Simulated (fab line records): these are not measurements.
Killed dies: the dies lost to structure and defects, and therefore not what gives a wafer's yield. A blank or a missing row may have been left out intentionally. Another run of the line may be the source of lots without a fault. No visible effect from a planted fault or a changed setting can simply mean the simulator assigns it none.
Which tool did it? / flow sky130 / 33 wafers from 11 lots sampled at 5 of the route's 708 steps

== WHAT THE GAUGES SHOWED, per wafer ==
SKY_NWELL_THK_MEAS_02. Usual: NWELL_OXIDATION_THK 10.02 nm, standard deviation 0.16.
lot=L367; measured=day 2 11:01; on=film metro-02; NWELL_OXIDATION_THK (nm)=10.31 10.24 10.19; flag=
lot=L368; measured=day 2 15:26; on=film metro-04; NWELL_OXIDATION_THK (nm)=10.01 9.97 9.89; flag=
lot=L369; measured=day 2 20:29; on=film metro-02; NWELL_OXIDATION_THK (nm)=9.94 9.81 9.75; flag=
lot=L372; measured=day 3 13:15; on=film metro-04; NWELL_OXIDATION_THK (nm)=9.64 9.80 9.67; flag=
lot=L373; measured=day 3 19:28; on=film metro-04; NWELL_OXIDATION_THK (nm)=7.98 8.02 7.95 8.04 7.99 7.92; flag=OFF
lot=L378; measured=day 5 05:44; on=film metro-04; NWELL_OXIDATION_THK (nm)=9.78 9.86 9.77; flag=
lot=L379; measured=day 5 10:38; on=film metro-02; NWELL_OXIDATION_THK (nm)=7.99 8.06 8.09 7.98 8.04 8.12; flag=OFF
lot=L384; measured=day 6 06:51; on=film metro-04; NWELL_OXIDATION_THK (nm)=10.08 10.13 10.04; flag=
lot=L386; measured=day 6 18:02; on=film metro-02; NWELL_OXIDATION_THK (nm)=9.99 10.04 10.15; flag=
lot=L389; measured=day 7 10:34; on=film metro-04; NWELL_OXIDATION_THK (nm)=9.92 10.10 10.00; flag=
lot=L390; measured=day 7 10:34; on=film metro-02; NWELL_OXIDATION_THK (nm)=9.98 10.03 10.17; flag=

SKY_METAL1_OVL_MEAS_16. Usual: METAL1_OVL 3 nm, standard deviation 5.7.
lot=L367; measured=day 32 21:56; on=overlay-02; METAL1_OVL (nm)=-6 -10 2; flag=
lot=L368; measured=day 33 01:20; on=overlay-02; METAL1_OVL (nm)=4 -2 3; flag=
lot=L369; measured=day 33 11:34; on=overlay-01; METAL1_OVL (nm)=11 7 9; flag=
lot=L372; measured=day 34 12:07; on=overlay-01; METAL1_OVL (nm)=9 3 15; flag=
lot=L373; measured=day 35 04:02; on=overlay-01; METAL1_OVL (nm)=3 5 14; flag=
lot=L378; measured=day 37 00:49; on=overlay-01; METAL1_OVL (nm)=8 7 0; flag=
lot=L379; measured=day 37 06:02; on=overlay-02; METAL1_OVL (nm)=12 8 7; flag=
lot=L384; measured=day 38 12:33; on=overlay-01; METAL1_OVL (nm)=8 12 6; flag=
lot=L386; measured=day 38 22:20; on=overlay-01; METAL1_OVL (nm)=3 5 1; flag=
lot=L389; measured=day 39 23:58; on=overlay-02; METAL1_OVL (nm)=7 6 5; flag=
lot=L390; measured=day 40 00:58; on=overlay-01; METAL1_OVL (nm)=-4 -8 4; flag=

== WHICH TOOL RAN EACH LOT (tool, then ch and the chambers of the sampled wafers, then the start) ==
lot=L367; SKY_NWELL_OXIDATION_01=furnace-02 ch 0, day 2 09:36; SKY_LI_CONTACT_SPUTTER_20=pvd sputter-01, day 29 05:26; SKY_CONTACT_CVD_24=cvd w-01 ch 0,1, day 31 18:22
lot=L368; SKY_NWELL_OXIDATION_01=furnace-02 ch 0, day 2 14:02; SKY_LI_CONTACT_SPUTTER_20=pvd sputter-01, day 29 12:29; SKY_CONTACT_CVD_24=cvd w-01 ch 0,1, day 31 22:25
lot=L369; SKY_NWELL_OXIDATION_01=furnace-02 ch 0, day 2 19:05; SKY_LI_CONTACT_SPUTTER_20=pvd sputter-02, day 29 21:01; SKY_CONTACT_CVD_24=cvd w-01 ch 0,1, day 32 07:23
lot=L372; SKY_NWELL_OXIDATION_01=furnace-01 ch 0, day 3 11:52; SKY_LI_CONTACT_SPUTTER_20=pvd sputter-01, day 30 22:59; SKY_CONTACT_CVD_24=cvd w-02 ch 0,1, day 33 08:32
lot=L373; SKY_NWELL_OXIDATION_01=furnace-01 ch 0, day 3 18:04; SKY_LI_CONTACT_SPUTTER_20=pvd sputter-04, day 31 15:41; SKY_CONTACT_CVD_24=cvd w-02 ch 0,1, day 34 00:49
lot=L378; SKY_NWELL_OXIDATION_01=furnace-02 ch 0, day 5 04:19; SKY_LI_CONTACT_SPUTTER_20=pvd sputter-02, day 33 13:11; SKY_CONTACT_CVD_24=cvd w-02 ch 0,1, day 35 21:54
lot=L379; SKY_NWELL_OXIDATION_01=furnace-01 ch 0, day 5 09:12; SKY_LI_CONTACT_SPUTTER_20=pvd sputter-02, day 33 19:32; SKY_CONTACT_CVD_24=cvd w-02 ch 0,1, day 36 03:17
lot=L384; SKY_NWELL_OXIDATION_01=furnace-02 ch 0, day 6 05:26; SKY_LI_CONTACT_SPUTTER_20=pvd sputter-02, day 35 02:44; SKY_CONTACT_CVD_24=cvd w-01 ch 1, day 37 10:35
lot=L386; SKY_NWELL_OXIDATION_01=furnace-02 ch 0, day 6 16:38; SKY_LI_CONTACT_SPUTTER_20=pvd sputter-04, day 35 13:05; SKY_CONTACT_CVD_24=cvd w-01 ch 1, day 37 19:56
lot=L389; SKY_NWELL_OXIDATION_01=furnace-02 ch 0, day 7 09:10; SKY_LI_CONTACT_SPUTTER_20=pvd sputter-02, day 36 14:20; SKY_CONTACT_CVD_24=cvd w-02 ch 0,1, day 38 21:49
lot=L390; SKY_NWELL_OXIDATION_01=furnace-02 ch 0, day 7 09:10; SKY_LI_CONTACT_SPUTTER_20=pvd sputter-02, day 36 16:38; SKY_CONTACT_CVD_24=cvd w-02 ch 0, day 38 22:53
- SKY_NWELL_OXIDATION_01: stabilise 600 s, purge 300 s, target thk 10 nm.
- SKY_LI_CONTACT_SPUTTER_20: material TiN, target thk 20 nm, time 80 s.
- SKY_CONTACT_CVD_24: deposits W, target thk 340 nm, time 102.12 s.

== AS READ BY THE TOOLS THEMSELVES (means over the sampled wafers that have a number; for cases with no such wafer, the mark the record gives instead) ==
SKY_NWELL_OXIDATION_01. Usual: spike tc bottom C 920.0 C, standard deviation 2.8; spike tc centre C 900.9 C, standard deviation 0.94; spike tc lower C 900.7 C, standard deviation 1.6; spike tc upper C 900.5 C, standard deviation 1.3; tube center temp C 900 C, standard deviation 0.08; tube_center_temp_C_max 902.3, standard deviation 0.37; zone power top pct 34.2 %, standard deviation 0.36; zone power upper pct 18.8 %, standard deviation 1.3.
lot=L367; tool=furnace-02; spike tc bottom C (C)=921.6; spike tc centre C (C)=900.1; spike tc lower C (C)=903.1; spike tc upper C (C)=902.0; tube center temp C (C)=900; tube_center_temp_C_max=902.2; zone power top pct (%)=34.1; zone power upper pct (%)=20.2; flag=
lot=L368; tool=furnace-02; spike tc bottom C (C)=921.7; spike tc centre C (C)=901.4; spike tc lower C (C)=902.2; spike tc upper C (C)=901.3; tube center temp C (C)=900; tube_center_temp_C_max=902.3; zone power top pct (%)=34.7; zone power upper pct (%)=19.8; flag=
lot=L369; tool=furnace-02; spike tc bottom C (C)=922.1; spike tc centre C (C)=900.6; spike tc lower C (C)=901.6; spike tc upper C (C)=901.0; tube center temp C (C)=900; tube_center_temp_C_max=902.2; zone power top pct (%)=34.6; zone power upper pct (%)=20.1; flag=
lot=L372; tool=furnace-01; spike tc bottom C (C)=916.8; spike tc centre C (C)=901.6; spike tc lower C (C)=898.5; spike tc upper C (C)=899.3; tube center temp C (C)=900; tube_center_temp_C_max=902.4; zone power top pct (%)=33.7; zone power upper pct (%)=17.3; flag=
lot=L373; tool=furnace-01; spike tc bottom C (C)=898.1; spike tc centre C (C)=880.6; spike tc lower C (C)=878.5; spike tc upper C (C)=879.5; tube center temp C (C)=880; tube_center_temp_C_max=881.8; zone power top pct (%)=32.8; zone power upper pct (%)=16.6; flag=OFF
lot=L378; tool=furnace-02; spike tc bottom C (C)=921.7; spike tc centre C (C)=900.6; spike tc lower C (C)=901.7; spike tc upper C (C)=901.4; tube center temp C (C)=900; tube_center_temp_C_max=902.4; zone power top pct (%)=34.3; zone power upper pct (%)=20.1; flag=
lot=L379; tool=furnace-01; spike tc bottom C (C)=897.0; spike tc centre C (C)=881.1; spike tc lower C (C)=878.2; spike tc upper C (C)=880.3; tube center temp C (C)=880; tube_center_temp_C_max=882.0; zone power top pct (%)=32.9; zone power upper pct (%)=16.6; flag=OFF
lot=L384; tool=furnace-02; spike tc bottom C (C)=921.3; spike tc centre C (C)=901.0; spike tc lower C (C)=901.7; spike tc upper C (C)=901.3; tube center temp C (C)=900; tube_center_temp_C_max=902.4; zone power top pct (%)=34.0; zone power upper pct (%)=20.0; flag=
lot=L386; tool=furnace-02; spike tc bottom C (C)=922.4; spike tc centre C (C)=901.5; spike tc lower C (C)=901.6; spike tc upper C (C)=900.5; tube center temp C (C)=900; tube_center_temp_C_max=902.6; zone power top pct (%)=34.4; zone power upper pct (%)=20.0; flag=
lot=L389; tool=furnace-02; spike tc bottom C (C)=922.5; spike tc centre C (C)=900.9; spike tc lower C (C)=902.1; spike tc upper C (C)=900.1; tube center temp C (C)=900; tube_center_temp_C_max=902.5; zone power top pct (%)=34.7; zone power upper pct (%)=20.1; flag=
lot=L390; tool=furnace-02; spike tc bottom C (C)=921.7; spike tc centre C (C)=901.1; spike tc lower C (C)=902.2; spike tc upper C (C)=900.9; tube center temp C (C)=900; tube_center_temp_C_max=902.3; zone power top pct (%)=34.3; zone power upper pct (%)=20.0; flag=

SKY_LI_CONTACT_SPUTTER_20. Usual: throttle valve pct reads 30.5 % (standard deviation 1).
lot=L367; tool=pvd sputter-01; throttle valve pct (%)=31.1; flag=
lot=L368; tool=pvd sputter-01; throttle valve pct (%)=31.2; flag=
lot=L369; tool=pvd sputter-02; throttle valve pct (%)=30.6; flag=
lot=L372; tool=pvd sputter-01; throttle valve pct (%)=30.8; flag=
lot=L373; tool=pvd sputter-04; throttle valve pct (%)=30.5; flag=
lot=L378; tool=pvd sputter-02; throttle valve pct (%)=30.4; flag=
lot=L379; tool=pvd sputter-02; throttle valve pct (%)=29.8; flag=
lot=L384; tool=pvd sputter-02; throttle valve pct (%)=29.9; flag=
lot=L386; tool=pvd sputter-04; throttle valve pct (%)=32.2; flag=
lot=L389; tool=pvd sputter-02; throttle valve pct (%)=30.0; flag=
lot=L390; tool=pvd sputter-02; throttle valve pct (%)=30.0; flag=

SKY_CONTACT_CVD_24. Usual: heater power w reads 823 W (standard deviation 140).
lot=L367; tool=cvd w-01; heater power w (W)=828; flag=
lot=L368; tool=cvd w-01; heater power w (W)=832; flag=
lot=L369; tool=cvd w-01; heater power w (W)=846; flag=
lot=L372; tool=cvd w-02; heater power w (W)=777; flag=
lot=L373; tool=cvd w-02; heater power w (W)=899; flag=
lot=L378; tool=cvd w-02; heater power w (W)=921; flag=
lot=L379; tool=cvd w-02; heater power w (W)=899; flag=
lot=L384; tool=cvd w-01; heater power w (W)=762; flag=
lot=L386; tool=cvd w-01; heater power w (W)=753; flag=
lot=L389; tool=cvd w-02; heater power w (W)=795; flag=
lot=L390; tool=cvd w-02; heater power w (W)=666; flag=

== THE ANSWER, worked out from the rows above alone ==
Rule: a lot counts as off when the mean over its wafers that have a number is more than 3 standard deviations away from the usual mean. A lot without any number at a reading at which 4 lots or more have one is off too. Any other lot the step has rows for is counted as sound. After the gauges, taken in route order, come the tools' own readings; for these a lot's mean is taken, as printed above. The first step at which some lot is off is used, and at that step the reading that is off furthest; a lot without a number counts as furthest.
Off: L373, L379, seen at SKY_NWELL_THK_MEAS_02 (NWELL_OXIDATION_THK).
A tool fits if, at a process step before that reading, it ran every lot that is off, and no sound lot after the first of them. The gauges at SKY_NWELL_THK_MEAS_02 aren't tried: what is off there is off at SKY_NWELL_OXIDATION_01 too, on other tools, and a gauge's error can't cause that. One fits: SKY_NWELL_OXIDATION_01 on furnace-01. A fault onset in the window from L372 (day 3 11:52, its last sound lot) to L373 (day 3 18:04, its first lot off) fits.
The tool's own readings at SKY_NWELL_OXIDATION_01 bear it out: on the lots that are off they differ by more than 5 times the standard deviation of the sound lots' means. spike tc bottom C reads 897.5 C there against 921.3 C on the sound lots; spike tc centre C reads 880.9 C there against 901.0 C on the sound lots; spike tc lower C reads 878.4 C there against 901.6 C on the sound lots; spike tc upper C reads 879.9 C there against 900.9 C on the sound lots; tube center temp C reads 880 C there against 900 C on the sound lots; tube_center_temp_C_max reads 881.9 there against 902.4 on the sound lots.

== WHAT THE SIMULATOR PUT IN ==
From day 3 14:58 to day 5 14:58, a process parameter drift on furnace-01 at SKY_NWELL_OXIDATION_01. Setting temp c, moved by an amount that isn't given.
Struck lots among those shown: L373, L379. The rule given above showed the same thing.
